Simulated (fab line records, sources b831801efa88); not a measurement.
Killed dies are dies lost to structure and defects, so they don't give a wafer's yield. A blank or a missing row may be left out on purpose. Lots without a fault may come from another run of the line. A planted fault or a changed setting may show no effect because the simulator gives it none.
Which tool did it? | flow sky130 | 11 lots, 33 wafers sampled, at 2 steps of a route of 708

WHAT THE GAUGES READ, wafer by wafer
SKY_SPACER_THK_MEAS_01.
lot  | measured     | on            | SPACER_CVD_00_THK (nm)
L961 | day 23 04:13 | film_metro-02 | 42.6 42.2 42.1
L962 | day 23 09:32 | film_metro-03 | 42.5 42.2 42.4
L963 | day 23 17:40 | film_metro-01 | 42.5 42.8 42.6
L964 | day 24 02:35 | film_metro-02 | 42.7 42.2 42.5
L969 | day 26 02:31 | film_metro-03 | 42.9 43.1 43.1
L972 | day 27 04:52 | film_metro-02 | 39.6 40.0 39.7
L973 | day 27 06:31 | film_metro-03 | 39.4 39.4 39.3
L974 | day 27 11:44 | film_metro-02 | 39.9 39.7 39.9
L982 | day 30 06:42 | film_metro-02 | 43.3 43.1 42.9
L983 | day 30 12:41 | film_metro-02 | 43.4 43.5 43.5
L984 | day 30 17:13 | film_metro-03 | 43.0 43.2 43.3

WHICH TOOL RAN EACH LOT (tool, then ch and the chambers of the sampled wafers, then the start)
lot  | SKY_SPACER_CVD_00
L961 | lpcvd-02 ch 1, day 23 03:01
L962 | lpcvd-02 ch 0, day 23 08:19
L963 | lpcvd-02 ch 1, day 23 16:28
L964 | lpcvd-02 ch 0, day 24 01:23
L969 | lpcvd-02 ch 1, day 26 01:19
L972 | lpcvd-02 ch 1, day 27 03:40
L973 | lpcvd-02 ch 1, day 27 05:18
L974 | lpcvd-02 ch 1, day 27 10:32
L982 | lpcvd-02 ch 1, day 30 05:29
L983 | lpcvd-02 ch 1, day 30 11:28
L984 | lpcvd-02 ch 0, day 30 15:59
- SKY_SPACER_CVD_00: deposits Si3N4 from DCS/NH3, target thk 43.1 nm, time 740 s.

THE ANSWER, worked out from the rows above alone
Rule: what is usual is taken from the lots themselves. Put in order of their means at a reading, lots are off if they are a third of the lots or fewer, leave a main group of 4 or more, and stand apart from it by a gap of 3 or more times the standard deviation of the main group's means; of several such gaps the widest counts. A main group whose means are all the same, to the digits that the tables above print for the reading, isn't used. A lot without any number at a reading at which 4 lots or more have one is off too. The other lots that the step has rows for count as sound.
Off: L972, L973, L974, at SKY_SPACER_THK_MEAS_01 (SPACER_CVD_00_THK). The main group: mean 42.8 nm, standard deviation 0.4.
A tool fits if, at a process step before that reading, it ran every lot that is off, and no sound lot after the first of them. The gauges at SKY_SPACER_THK_MEAS_01 are tried like those tools. None of those tried fits.

WHAT THE SIMULATOR HAD PUT IN
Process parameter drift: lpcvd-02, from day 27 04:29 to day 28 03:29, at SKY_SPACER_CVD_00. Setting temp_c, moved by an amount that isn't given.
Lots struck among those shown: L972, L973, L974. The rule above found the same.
